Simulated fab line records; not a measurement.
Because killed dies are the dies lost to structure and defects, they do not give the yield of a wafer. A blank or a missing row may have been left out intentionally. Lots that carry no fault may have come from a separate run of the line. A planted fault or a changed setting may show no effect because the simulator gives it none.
Which tool is to blame? / flow sky130 / 72 wafers from 24 lots sampled at 6 of the route's 708 steps

== WHAT EACH GAUGE READ, for each wafer ==
SKY_RES_XHIGH_TW_MEAS_09. Usual: for RES_XHIGH_TW the level is 1633 and the standard deviation is 15.
lot=L074; measured=day 27 10:14; on=filmMetro-03; RES_XHIGH_TW=1620 1616 1622; flag=
lot=L075; measured=day 27 13:02; on=filmMetro-02; RES_XHIGH_TW=1636 1627 1631; flag=
lot=L076; measured=day 27 23:23; on=filmMetro-03; RES_XHIGH_TW=1617 1616 1619; flag=
lot=L077; measured=day 28 12:53; on=filmMetro-03; RES_XHIGH_TW=1595 1612 1610; flag=
lot=L079; measured=day 29 02:13; on=filmMetro-04; RES_XHIGH_TW=1647 1650 1650; flag=
lot=L078; measured=day 29 03:38; on=filmMetro-04; RES_XHIGH_TW=1642 1643 1651; flag=
lot=L080; measured=day 29 11:05; on=filmMetro-04; RES_XHIGH_TW=1648 1644 1649; flag=
lot=L081; measured=day 29 12:37; on=filmMetro-04; RES_XHIGH_TW=1644 1640 1644; flag=
lot=L082; measured=day 29 17:36; on=filmMetro-03; RES_XHIGH_TW=1626 1616 1617; flag=
lot=L084; measured=day 30 09:44; on=filmMetro-02; RES_XHIGH_TW=1644 1649 1647; flag=
lot=L083; measured=day 30 10:27; on=filmMetro-02; RES_XHIGH_TW=1645 1632 1630; flag=
lot=L085; measured=day 30 19:53; on=filmMetro-03; RES_XHIGH_TW=1610 1610 1619; flag=
lot=L086; measured=day 30 23:20; on=filmMetro-04; RES_XHIGH_TW=1637 1643 1641; flag=
lot=L087; measured=day 30 23:48; on=filmMetro-02; RES_XHIGH_TW=1649 1631 1646; flag=
lot=L088; measured=day 31 10:25; on=filmMetro-04; RES_XHIGH_TW=1646 1639 1651; flag=
lot=L089; measured=day 31 15:02; on=filmMetro-02; RES_XHIGH_TW=1626 1627 1636; flag=
lot=L090; measured=day 32 00:44; on=filmMetro-03; RES_XHIGH_TW=1613 1619 1618; flag=
lot=L091; measured=day 32 04:29; on=filmMetro-03; RES_XHIGH_TW=1606 1615 1623; flag=
lot=L092; measured=day 32 15:15; on=filmMetro-03; RES_XHIGH_TW=1621 1628 1619; flag=
lot=L093; measured=day 32 21:04; on=filmMetro-02; RES_XHIGH_TW=1627 1625 1634; flag=
lot=L094; measured=day 33 02:41; on=filmMetro-02; RES_XHIGH_TW=1630 1630 1628; flag=
lot=L095; measured=day 33 18:19; on=filmMetro-04; RES_XHIGH_TW=1643 1647 1652; flag=
lot=L096; measured=day 33 18:37; on=filmMetro-04; RES_XHIGH_TW=1652 1668 1656; flag=
lot=L097; measured=day 34 01:50; on=filmMetro-04; RES_XHIGH_TW=1647 1649 1645; flag=

SKY_VIA1_RS_MEAS_22: a four-point-probe measurement. Usual: for VIA1_W_RS the level is 0.430 ohm/sq and the standard deviation is 0.0065.
lot=L074; measured=day 34 15:37; on=filmMetro-02; VIA1_W_RS (ohm/sq)=0.428 0.432 0.428; flag=
lot=L075; measured=day 34 18:24; on=filmMetro-03; VIA1_W_RS (ohm/sq)=0.428 0.426 0.431; flag=
lot=L076; measured=day 35 06:04; on=filmMetro-02; VIA1_W_RS (ohm/sq)=0.413 0.412 0.429; flag=
lot=L077; measured=day 35 17:28; on=filmMetro-02; VIA1_W_RS (ohm/sq)=0.438 0.422 0.434; flag=
lot=L079; measured=day 36 04:39; on=filmMetro-04; VIA1_W_RS (ohm/sq)=0.432 0.439 0.436; flag=
lot=L078; measured=day 36 05:06; on=filmMetro-04; VIA1_W_RS (ohm/sq)=0.429 0.422 0.422; flag=
lot=L080; measured=day 36 12:35; on=filmMetro-03; VIA1_W_RS (ohm/sq)=0.427 0.428 0.422; flag=
lot=L081; measured=day 36 14:38; on=filmMetro-03; VIA1_W_RS (ohm/sq)=0.427 0.440 0.429; flag=
lot=L082; measured=day 36 17:54; on=filmMetro-02; VIA1_W_RS (ohm/sq)=0.421 0.432 0.423; flag=
lot=L084; measured=day 37 07:53; on=filmMetro-04; VIA1_W_RS (ohm/sq)=0.433 0.421 0.437; flag=
lot=L083; measured=day 37 09:59; on=filmMetro-04; VIA1_W_RS (ohm/sq)=0.428 0.439 0.425; flag=
lot=L085; measured=day 37 18:53; on=filmMetro-03; VIA1_W_RS (ohm/sq)=0.418 0.432 0.425; flag=
lot=L086; measured=day 37 20:33; on=filmMetro-03; VIA1_W_RS (ohm/sq)=0.432 0.427 0.432; flag=
lot=L087; measured=day 37 20:54; on=filmMetro-03; VIA1_W_RS (ohm/sq)=0.430 0.443 0.427; flag=
lot=L088; measured=day 38 06:00; on=filmMetro-04; VIA1_W_RS (ohm/sq)=0.418 0.440 0.438; flag=
lot=L089; measured=day 38 12:28; on=filmMetro-03; VIA1_W_RS (ohm/sq)=0.434 0.424 0.429; flag=
lot=L090; measured=day 38 18:56; on=filmMetro-03; VIA1_W_RS (ohm/sq)=0.434 0.427 0.431; flag=
lot=L091; measured=day 38 22:45; on=filmMetro-04; VIA1_W_RS (ohm/sq)=0.435 0.438 0.427; flag=
lot=L092; measured=day 39 10:38; on=filmMetro-04; VIA1_W_RS (ohm/sq)=0.434 0.429 0.428; flag=
lot=L093; measured=day 39 16:38; on=filmMetro-03; VIA1_W_RS (ohm/sq)=0.436 0.437 0.431; flag=
lot=L094; measured=day 39 20:15; on=filmMetro-03; VIA1_W_RS (ohm/sq)=0.436 0.440 0.428; flag=
lot=L095; measured=day 40 11:31; on=filmMetro-02; VIA1_W_RS (ohm/sq)=0.441 0.438 0.439; flag=
lot=L096; measured=day 40 11:47; on=filmMetro-03; VIA1_W_RS (ohm/sq)=0.441 0.442 0.430; flag=
lot=L097; measured=day 40 18:30; on=filmMetro-03; VIA1_W_RS (ohm/sq)=0.429 0.429 0.436; flag=

SKY_METAL2_OVL_MEAS_16. Usual: for METAL2_OVL the level is 0 nm and the standard deviation is 5.4.
lot=L074; measured=day 35 18:58; on=overlay-02; METAL2_OVL (nm)=0 -2 5; flag=
lot=L075; measured=day 35 21:31; on=overlay-01; METAL2_OVL (nm)=5 6 4; flag=
lot=L076; measured=day 36 09:10; on=overlay-01; METAL2_OVL (nm)=-4 -2 -3; flag=
lot=L077; measured=day 36 20:00; on=overlay-02; METAL2_OVL (nm)=-1 5 1; flag=
lot=L079; measured=day 37 06:52; on=overlay-02; METAL2_OVL (nm)=7 6 11; flag=
lot=L078; measured=day 37 07:02; on=overlay-02; METAL2_OVL (nm)=1 -8 -4; flag=
lot=L080; measured=day 37 14:10; on=overlay-02; METAL2_OVL (nm)=9 8 2; flag=
lot=L081; measured=day 37 16:07; on=overlay-02; METAL2_OVL (nm)=4 2 -1; flag=
lot=L082; measured=day 37 19:52; on=overlay-02; METAL2_OVL (nm)=0 -6 8; flag=
lot=L084; measured=day 38 08:43; on=overlay-01; METAL2_OVL (nm)=9 -1 -1; flag=
lot=L083; measured=day 38 11:57; on=overlay-02; METAL2_OVL (nm)=-1 -6 2; flag=
lot=L085; measured=day 38 20:11; on=overlay-02; METAL2_OVL (nm)=-2 0 1; flag=
lot=L086; measured=day 38 22:07; on=overlay-01; METAL2_OVL (nm)=1 -4 0; flag=
lot=L087; measured=day 38 22:37; on=overlay-02; METAL2_OVL (nm)=-6 -6 -4; flag=
lot=L088; measured=day 39 07:52; on=overlay-01; METAL2_OVL (nm)=1 4 8; flag=
lot=L089; measured=day 39 13:42; on=overlay-02; METAL2_OVL (nm)=-5 -7 3; flag=
lot=L090; measured=day 39 20:01; on=overlay-02; METAL2_OVL (nm)=-7 -3 -8; flag=
lot=L091; measured=day 39 23:57; on=overlay-02; METAL2_OVL (nm)=3 -6 -9; flag=
lot=L092; measured=day 40 11:31; on=overlay-01; METAL2_OVL (nm)=2 -7 1; flag=
lot=L093; measured=day 40 17:48; on=overlay-02; METAL2_OVL (nm)=-9 -1 -3; flag=
lot=L094; measured=day 40 21:31; on=overlay-01; METAL2_OVL (nm)=2 2 5; flag=
lot=L095; measured=day 41 11:42; on=overlay-02; METAL2_OVL (nm)=15 7 7; flag=
lot=L096; measured=day 41 12:52; on=overlay-01; METAL2_OVL (nm)=1 2 5; flag=
lot=L097; measured=day 41 19:43; on=overlay-02; METAL2_OVL (nm)=3 3 4; flag=

== WHICH TOOL RAN EACH LOT (tool, then ch and the chambers of the sampled wafers, then the start) ==
lot=L074; SKY_RES_XHIGH_STRIP_08=plasmaAsher-03 ch 0,1, day 27 10:08; SKY_LOCAL_INTERCONNECT_METAL_ETCH_14=rieMetal-02 ch 0,1, day 31 01:32; SKY_METAL1_SPUTTER_03=pvdSputter-02, day 32 07:19
lot=L075; SKY_RES_XHIGH_STRIP_08=plasmaAsher-01 ch 0, day 27 12:55; SKY_LOCAL_INTERCONNECT_METAL_ETCH_14=rieMetal-03 ch 0,1, day 31 04:35; SKY_METAL1_SPUTTER_03=pvdSputter-03, day 32 10:20
lot=L076; SKY_RES_XHIGH_STRIP_08=plasmaAsher-01 ch 0,1, day 27 23:17; SKY_LOCAL_INTERCONNECT_METAL_ETCH_14=rieMetal-03 ch 0,1, day 31 16:03; SKY_METAL1_SPUTTER_03=pvdSputter-01, day 32 22:33
lot=L077; SKY_RES_XHIGH_STRIP_08=plasmaAsher-03 ch 0,1, day 28 12:48; SKY_LOCAL_INTERCONNECT_METAL_ETCH_14=rieMetal-02 ch 0,1, day 32 04:10; SKY_METAL1_SPUTTER_03=pvdSputter-01, day 33 10:23
lot=L079; SKY_RES_XHIGH_STRIP_08=plasmaAsher-01 ch 0,1, day 29 02:07; SKY_LOCAL_INTERCONNECT_METAL_ETCH_14=rieMetal-01 ch 0,1, day 32 15:52; SKY_METAL1_SPUTTER_03=pvdSputter-03, day 33 21:02
lot=L078; SKY_RES_XHIGH_STRIP_08=plasmaAsher-01 ch 0,1, day 29 03:32; SKY_LOCAL_INTERCONNECT_METAL_ETCH_14=rieMetal-02 ch 0,1, day 32 17:06; SKY_METAL1_SPUTTER_03=pvdSputter-03, day 33 22:34
lot=L080; SKY_RES_XHIGH_STRIP_08=plasmaAsher-04 ch 0,1, day 29 10:58; SKY_LOCAL_INTERCONNECT_METAL_ETCH_14=rieMetal-03 ch 0,1, day 33 00:47; SKY_METAL1_SPUTTER_03=pvdSputter-01, day 34 06:30
lot=L081; SKY_RES_XHIGH_STRIP_08=plasmaAsher-03 ch 0, day 29 12:31; SKY_LOCAL_INTERCONNECT_METAL_ETCH_14=rieMetal-02 ch 0,1, day 33 01:26; SKY_METAL1_SPUTTER_03=pvdSputter-03, day 34 07:52
lot=L082; SKY_RES_XHIGH_STRIP_08=plasmaAsher-03 ch 0,1, day 29 17:29; SKY_LOCAL_INTERCONNECT_METAL_ETCH_14=rieMetal-03 ch 0,1, day 33 07:16; SKY_METAL1_SPUTTER_03=pvdSputter-03, day 34 11:34
lot=L084; SKY_RES_XHIGH_STRIP_08=plasmaAsher-03 ch 0,1, day 30 09:38; SKY_LOCAL_INTERCONNECT_METAL_ETCH_14=rieMetal-02 ch 0,1, day 33 21:46; SKY_METAL1_SPUTTER_03=pvdSputter-01, day 35 02:07
lot=L083; SKY_RES_XHIGH_STRIP_08=plasmaAsher-03 ch 0,1, day 30 10:20; SKY_LOCAL_INTERCONNECT_METAL_ETCH_14=rieMetal-01 ch 0,1, day 33 23:37; SKY_METAL1_SPUTTER_03=pvdSputter-02, day 35 04:24
lot=L085; SKY_RES_XHIGH_STRIP_08=plasmaAsher-03 ch 0,1, day 30 19:47; SKY_LOCAL_INTERCONNECT_METAL_ETCH_14=rieMetal-01 ch 0,1, day 34 07:54; SKY_METAL1_SPUTTER_03=pvdSputter-01, day 35 12:54
lot=L086; SKY_RES_XHIGH_STRIP_08=plasmaAsher-01 ch 0,1, day 30 23:13; SKY_LOCAL_INTERCONNECT_METAL_ETCH_14=rieMetal-03 ch 0,1, day 34 10:22; SKY_METAL1_SPUTTER_03=pvdSputter-02, day 35 15:56
lot=L087; SKY_RES_XHIGH_STRIP_08=plasmaAsher-03 ch 0,1, day 30 23:41; SKY_LOCAL_INTERCONNECT_METAL_ETCH_14=rieMetal-02 ch 0,1, day 34 10:41; SKY_METAL1_SPUTTER_03=pvdSputter-01, day 35 16:07
lot=L088; SKY_RES_XHIGH_STRIP_08=plasmaAsher-01 ch 0,1, day 31 10:19; SKY_LOCAL_INTERCONNECT_METAL_ETCH_14=rieMetal-01 ch 0,1, day 34 20:50; SKY_METAL1_SPUTTER_03=pvdSputter-01, day 36 01:25
lot=L089; SKY_RES_XHIGH_STRIP_08=plasmaAsher-01 ch 0,1, day 31 14:56; SKY_LOCAL_INTERCONNECT_METAL_ETCH_14=rieMetal-01 ch 0,1, day 35 01:49; SKY_METAL1_SPUTTER_03=pvdSputter-01, day 36 06:49
lot=L090; SKY_RES_XHIGH_STRIP_08=plasmaAsher-03 ch 0,1, day 32 00:37; SKY_LOCAL_INTERCONNECT_METAL_ETCH_14=rieMetal-01 ch 0,1, day 35 11:07; SKY_METAL1_SPUTTER_03=pvdSputter-03, day 36 15:10
lot=L091; SKY_RES_XHIGH_STRIP_08=plasmaAsher-04 ch 0,1, day 32 04:23; SKY_LOCAL_INTERCONNECT_METAL_ETCH_14=rieMetal-03 ch 0,1, day 35 13:31; SKY_METAL1_SPUTTER_03=pvdSputter-02, day 36 17:48
lot=L092; SKY_RES_XHIGH_STRIP_08=plasmaAsher-04 ch 0,1, day 32 15:08; SKY_LOCAL_INTERCONNECT_METAL_ETCH_14=rieMetal-01 ch 1, day 36 01:26; SKY_METAL1_SPUTTER_03=pvdSputter-01, day 37 06:03
lot=L093; SKY_RES_XHIGH_STRIP_08=plasmaAsher-04 ch 0,1, day 32 20:58; SKY_LOCAL_INTERCONNECT_METAL_ETCH_14=rieMetal-01 ch 1, day 36 07:37; SKY_METAL1_SPUTTER_03=pvdSputter-01, day 37 12:10
lot=L094; SKY_RES_XHIGH_STRIP_08=plasmaAsher-01 ch 0, day 33 02:34; SKY_LOCAL_INTERCONNECT_METAL_ETCH_14=rieMetal-01 ch 1, day 36 13:08; SKY_METAL1_SPUTTER_03=pvdSputter-03, day 37 16:47
lot=L095; SKY_RES_XHIGH_STRIP_08=plasmaAsher-01 ch 0,1, day 33 18:13; SKY_LOCAL_INTERCONNECT_METAL_ETCH_14=rieMetal-03 ch 0,1, day 37 02:07; SKY_METAL1_SPUTTER_03=pvdSputter-02, day 38 06:16
lot=L096; SKY_RES_XHIGH_STRIP_08=plasmaAsher-01 ch 0,1, day 33 18:31; SKY_LOCAL_INTERCONNECT_METAL_ETCH_14=rieMetal-01 ch 0,1, day 37 02:44; SKY_METAL1_SPUTTER_03=pvdSputter-01, day 38 07:10
lot=L097; SKY_RES_XHIGH_STRIP_08=plasmaAsher-03 ch 0,1, day 34 01:44; SKY_LOCAL_INTERCONNECT_METAL_ETCH_14=rieMetal-01 ch 0,1, day 37 11:08; SKY_METAL1_SPUTTER_03=pvdSputter-03, day 38 14:40
- SKY_RES_XHIGH_STRIP_08: strips in O2/N2.
- SKY_LOCAL_INTERCONNECT_METAL_ETCH_14: etches TiN in Cl2/BCl3, stops on PSG, target depth 110 nm, time 31.4 s.
- SKY_METAL1_SPUTTER_03: material Ti, target thk 5 nm, time 3.3 s.

== WHAT THE TOOLS THEMSELVES READ (means of the sampled wafers that have a number; where no wafer has one, the mark that the record gives instead) ==
SKY_RES_XHIGH_STRIP_08. Usual: chamberPressureMTorr 1500.0 mTorr, standard deviation 1.3; drypumpMotorCurrentA 5.58 A, standard deviation 0.27; oesProductAu 0.710 a.u., standard deviation 0.0045; stripTimeToEndpointS 14.28 s, standard deviation 0.035.
lot=L074; tool=plasmaAsher-03; chamberPressureMTorr (mTorr)=1500.9; drypumpMotorCurrentA (A)=5.38; oesProductAu (a.u.)=0.713; stripTimeToEndpointS (s)=14.29; flag=
lot=L075; tool=plasmaAsher-01; chamberPressureMTorr (mTorr)=1499.6; drypumpMotorCurrentA (A)=5.55; oesProductAu (a.u.)=0.705; stripTimeToEndpointS (s)=14.22; flag=
lot=L076; tool=plasmaAsher-01; chamberPressureMTorr (mTorr)=1499.3; drypumpMotorCurrentA (A)=5.61; oesProductAu (a.u.)=0.713; stripTimeToEndpointS (s)=14.29; flag=
lot=L077; tool=plasmaAsher-03; chamberPressureMTorr (mTorr)=1500.6; drypumpMotorCurrentA (A)=5.63; oesProductAu (a.u.)=0.709; stripTimeToEndpointS (s)=14.26; flag=
lot=L079; tool=plasmaAsher-01; chamberPressureMTorr (mTorr)=1499.5; drypumpMotorCurrentA (A)=5.61; oesProductAu (a.u.)=0.714; stripTimeToEndpointS (s)=14.29; flag=
lot=L078; tool=plasmaAsher-01; chamberPressureMTorr (mTorr)=1501.4; drypumpMotorCurrentA (A)=5.64; oesProductAu (a.u.)=0.715; stripTimeToEndpointS (s)=14.27; flag=
lot=L080; tool=plasmaAsher-04; chamberPressureMTorr (mTorr)=1500.2; drypumpMotorCurrentA (A)=5.76; oesProductAu (a.u.)=0.710; stripTimeToEndpointS (s)=14.31; flag=
lot=L081; tool=plasmaAsher-03; chamberPressureMTorr (mTorr)=1499.1; drypumpMotorCurrentA (A)=5.13; oesProductAu (a.u.)=0.713; stripTimeToEndpointS (s)=14.30; flag=
lot=L082; tool=plasmaAsher-03; chamberPressureMTorr (mTorr)=1501.1; drypumpMotorCurrentA (A)=5.39; oesProductAu (a.u.)=0.711; stripTimeToEndpointS (s)=14.32; flag=
lot=L084; tool=plasmaAsher-03; chamberPressureMTorr (mTorr)=1499.6; drypumpMotorCurrentA (A)=5.37; oesProductAu (a.u.)=0.708; stripTimeToEndpointS (s)=14.23; flag=
lot=L083; tool=plasmaAsher-03; chamberPressureMTorr (mTorr)=1500.6; drypumpMotorCurrentA (A)=5.37; oesProductAu (a.u.)=0.713; stripTimeToEndpointS (s)=14.28; flag=
lot=L085; tool=plasmaAsher-03; chamberPressureMTorr (mTorr)=1498.3; drypumpMotorCurrentA (A)=5.63; oesProductAu (a.u.)=0.710; stripTimeToEndpointS (s)=14.28; flag=
lot=L086; tool=plasmaAsher-01; chamberPressureMTorr (mTorr)=1500.6; drypumpMotorCurrentA (A)=5.62; oesProductAu (a.u.)=0.708; stripTimeToEndpointS (s)=14.26; flag=
lot=L087; tool=plasmaAsher-03; chamberPressureMTorr (mTorr)=1501.0; drypumpMotorCurrentA (A)=5.37; oesProductAu (a.u.)=0.717; stripTimeToEndpointS (s)=14.29; flag=
lot=L088; tool=plasmaAsher-01; chamberPressureMTorr (mTorr)=1501.0; drypumpMotorCurrentA (A)=5.67; oesProductAu (a.u.)=0.715; stripTimeToEndpointS (s)=14.25; flag=
lot=L089; tool=plasmaAsher-01; chamberPressureMTorr (mTorr)=1500.4; drypumpMotorCurrentA (A)=5.68; oesProductAu (a.u.)=0.710; stripTimeToEndpointS (s)=14.35; flag=
lot=L090; tool=plasmaAsher-03; chamberPressureMTorr (mTorr)=1500.9; drypumpMotorCurrentA (A)=5.37; oesProductAu (a.u.)=0.712; stripTimeToEndpointS (s)=14.30; flag=
lot=L091; tool=plasmaAsher-04; chamberPressureMTorr (mTorr)=1500.3; drypumpMotorCurrentA (A)=5.74; oesProductAu (a.u.)=0.715; stripTimeToEndpointS (s)=14.26; flag=
lot=L092; tool=plasmaAsher-04; chamberPressureMTorr (mTorr)=1499.8; drypumpMotorCurrentA (A)=5.59; oesProductAu (a.u.)=0.711; stripTimeToEndpointS (s)=14.25; flag=
lot=L093; tool=plasmaAsher-04; chamberPressureMTorr (mTorr)=1498.9; drypumpMotorCurrentA (A)=5.76; oesProductAu (a.u.)=0.709; stripTimeToEndpointS (s)=14.28; flag=
lot=L094; tool=plasmaAsher-01; chamberPressureMTorr (mTorr)=1499.6; drypumpMotorCurrentA (A)=5.55; oesProductAu (a.u.)=0.708; stripTimeToEndpointS (s)=14.32; flag=
lot=L095; tool=plasmaAsher-01; chamberPressureMTorr (mTorr)=1498.8; drypumpMotorCurrentA (A)=5.64; oesProductAu (a.u.)=0.711; stripTimeToEndpointS (s)=14.30; flag=
lot=L096; tool=plasmaAsher-01; chamberPressureMTorr (mTorr)=1499.1; drypumpMotorCurrentA (A)=5.61; oesProductAu (a.u.)=0.712; stripTimeToEndpointS (s)=14.28; flag=
lot=L097; tool=plasmaAsher-03; chamberPressureMTorr (mTorr)=1500.0; drypumpMotorCurrentA (A)=5.62; oesProductAu (a.u.)=0.711; stripTimeToEndpointS (s)=14.26; flag=

SKY_LOCAL_INTERCONNECT_METAL_ETCH_14. Usual: chamberPressureMTorr 9.997 mTorr, standard deviation 0.014; drypumpMotorCurrentA 5.9 A, standard deviation 0.46; oesProductAu 0.945 a.u., standard deviation 0.0086; throttleValvePct 21.898 %, standard deviation 0.01.
lot=L074; tool=rieMetal-02; chamberPressureMTorr (mTorr)=9.996; drypumpMotorCurrentA (A)=5.7; oesProductAu (a.u.)=0.949; throttleValvePct (%)=21.896; flag=
lot=L075; tool=rieMetal-03; chamberPressureMTorr (mTorr)=9.991; drypumpMotorCurrentA (A)=5.4; oesProductAu (a.u.)=0.947; throttleValvePct (%)=21.903; flag=
lot=L076; tool=rieMetal-03; chamberPressureMTorr (mTorr)=10.006; drypumpMotorCurrentA (A)=5.4; oesProductAu (a.u.)=0.947; throttleValvePct (%)=21.893; flag=
lot=L077; tool=rieMetal-02; chamberPressureMTorr (mTorr)=9.993; drypumpMotorCurrentA (A)=5.8; oesProductAu (a.u.)=0.948; throttleValvePct (%)=21.906; flag=
lot=L079; tool=rieMetal-01; chamberPressureMTorr (mTorr)=10.000; drypumpMotorCurrentA (A)=5.9; oesProductAu (a.u.)=0.944; throttleValvePct (%)=21.897; flag=
lot=L078; tool=rieMetal-02; chamberPressureMTorr (mTorr)=10.001; drypumpMotorCurrentA (A)=5.8; oesProductAu (a.u.)=0.947; throttleValvePct (%)=21.903; flag=
lot=L080; tool=rieMetal-03; chamberPressureMTorr (mTorr)=9.994; drypumpMotorCurrentA (A)=5.4; oesProductAu (a.u.)=0.945; throttleValvePct (%)=21.903; flag=
lot=L081; tool=rieMetal-02; chamberPressureMTorr (mTorr)=9.992; drypumpMotorCurrentA (A)=5.7; oesProductAu (a.u.)=0.938; throttleValvePct (%)=21.896; flag=
lot=L082; tool=rieMetal-03; chamberPressureMTorr (mTorr)=9.998; drypumpMotorCurrentA (A)=5.4; oesProductAu (a.u.)=0.941; throttleValvePct (%)=21.905; flag=
lot=L084; tool=rieMetal-02; chamberPressureMTorr (mTorr)=10.002; drypumpMotorCurrentA (A)=5.8; oesProductAu (a.u.)=0.946; throttleValvePct (%)=21.902; flag=
lot=L083; tool=rieMetal-01; chamberPressureMTorr (mTorr)=9.994; drypumpMotorCurrentA (A)=5.9; oesProductAu (a.u.)=0.938; throttleValvePct (%)=21.902; flag=
lot=L085; tool=rieMetal-01; chamberPressureMTorr (mTorr)=10.003; drypumpMotorCurrentA (A)=6.2; oesProductAu (a.u.)=0.958; throttleValvePct (%)=21.891; flag=
lot=L086; tool=rieMetal-03; chamberPressureMTorr (mTorr)=9.957; drypumpMotorCurrentA (A)=5.4; oesProductAu (a.u.)=0.958; throttleValvePct (%)=21.886; flag=
lot=L087; tool=rieMetal-02; chamberPressureMTorr (mTorr)=9.996; drypumpMotorCurrentA (A)=5.7; oesProductAu (a.u.)=0.949; throttleValvePct (%)=21.895; flag=
lot=L088; tool=rieMetal-01; chamberPressureMTorr (mTorr)=9.995; drypumpMotorCurrentA (A)=5.9; oesProductAu (a.u.)=0.931; throttleValvePct (%)=21.900; flag=
lot=L089; tool=rieMetal-01; chamberPressureMTorr (mTorr)=9.995; drypumpMotorCurrentA (A)=6.2; oesProductAu (a.u.)=0.935; throttleValvePct (%)=21.906; flag=
lot=L090; tool=rieMetal-01; chamberPressureMTorr (mTorr)=9.990; drypumpMotorCurrentA (A)=5.9; oesProductAu (a.u.)=0.941; throttleValvePct (%)=21.899; flag=
lot=L091; tool=rieMetal-03; chamberPressureMTorr (mTorr)=9.989; drypumpMotorCurrentA (A)=5.4; oesProductAu (a.u.)=0.947; throttleValvePct (%)=21.900; flag=
lot=L092; tool=rieMetal-01; chamberPressureMTorr (mTorr)=9.999; drypumpMotorCurrentA (A)=6.5; oesProductAu (a.u.)=0.945; throttleValvePct (%)=21.896; flag=
lot=L093; tool=rieMetal-01; chamberPressureMTorr (mTorr)=9.998; drypumpMotorCurrentA (A)=6.5; oesProductAu (a.u.)=0.952; throttleValvePct (%)=21.895; flag=
lot=L094; tool=rieMetal-01; chamberPressureMTorr (mTorr)=9.993; drypumpMotorCurrentA (A)=6.5; oesProductAu (a.u.)=0.959; throttleValvePct (%)=21.886; flag=
lot=L095; tool=rieMetal-03; chamberPressureMTorr (mTorr)=9.993; drypumpMotorCurrentA (A)=5.5; oesProductAu (a.u.)=0.944; throttleValvePct (%)=21.903; flag=
lot=L096; tool=rieMetal-01; chamberPressureMTorr (mTorr)=9.998; drypumpMotorCurrentA (A)=6.2; oesProductAu (a.u.)=0.951; throttleValvePct (%)=21.902; flag=
lot=L097; tool=rieMetal-01; chamberPressureMTorr (mTorr)=10.005; drypumpMotorCurrentA (A)=6.2; oesProductAu (a.u.)=0.942; throttleValvePct (%)=21.904; flag=

SKY_METAL1_SPUTTER_03. Usual: throttleValvePct at 29.9 %, with a standard deviation of 1.1.
lot=L074; tool=pvdSputter-02; throttleValvePct (%)=30.8; flag=
lot=L075; tool=pvdSputter-03; throttleValvePct (%)=30.0; flag=
lot=L076; tool=pvdSputter-01; throttleValvePct (%)=29.7; flag=
lot=L077; tool=pvdSputter-01; throttleValvePct (%)=29.8; flag=
lot=L079; tool=pvdSputter-03; throttleValvePct (%)=28.6; flag=
lot=L078; tool=pvdSputter-03; throttleValvePct (%)=29.2; flag=
lot=L080; tool=pvdSputter-01; throttleValvePct (%)=29.6; flag=
lot=L081; tool=pvdSputter-03; throttleValvePct (%)=29.1; flag=
lot=L082; tool=pvdSputter-03; throttleValvePct (%)=28.8; flag=
lot=L084; tool=pvdSputter-01; throttleValvePct (%)=29.9; flag=
lot=L083; tool=pvdSputter-02; throttleValvePct (%)=30.1; flag=
lot=L085; tool=pvdSputter-01; throttleValvePct (%)=30.1; flag=
lot=L086; tool=pvdSputter-02; throttleValvePct (%)=31.1; flag=
lot=L087; tool=pvdSputter-01; throttleValvePct (%)=30.0; flag=
lot=L088; tool=pvdSputter-01; throttleValvePct (%)=29.6; flag=
lot=L089; tool=pvdSputter-01; throttleValvePct (%)=29.8; flag=
lot=L090; tool=pvdSputter-03; throttleValvePct (%)=29.2; flag=
lot=L091; tool=pvdSputter-02; throttleValvePct (%)=31.7; flag=
lot=L092; tool=pvdSputter-01; throttleValvePct (%)=29.5; flag=
lot=L093; tool=pvdSputter-01; throttleValvePct (%)=29.4; flag=
lot=L094; tool=pvdSputter-03; throttleValvePct (%)=29.9; flag=
lot=L095; tool=pvdSputter-02; throttleValvePct (%)=30.6; flag=
lot=L096; tool=pvdSputter-01; throttleValvePct (%)=29.8; flag=
lot=L097; tool=pvdSputter-03; throttleValvePct (%)=29.2; flag=

== THE ANSWER, worked out from the rows above alone ==
Rule: lot off if the mean of its wafers having a number is beyond 3 standard deviations from the usual mean. Also off: a lot with no number at a reading for which 4 or more lots have one. The other lots that the step has rows for count as sound. After the gauges, taken in route order, come the tools' own readings; for these a lot's mean is taken, as printed above. At the first step where some lot is off, the reading lying furthest off is the one used; lots without a number count as furthest.
Across all readings shown, no lot is off: no conclusion can be drawn from this.

== WHAT THE SIMULATOR HAD PUT IN ==
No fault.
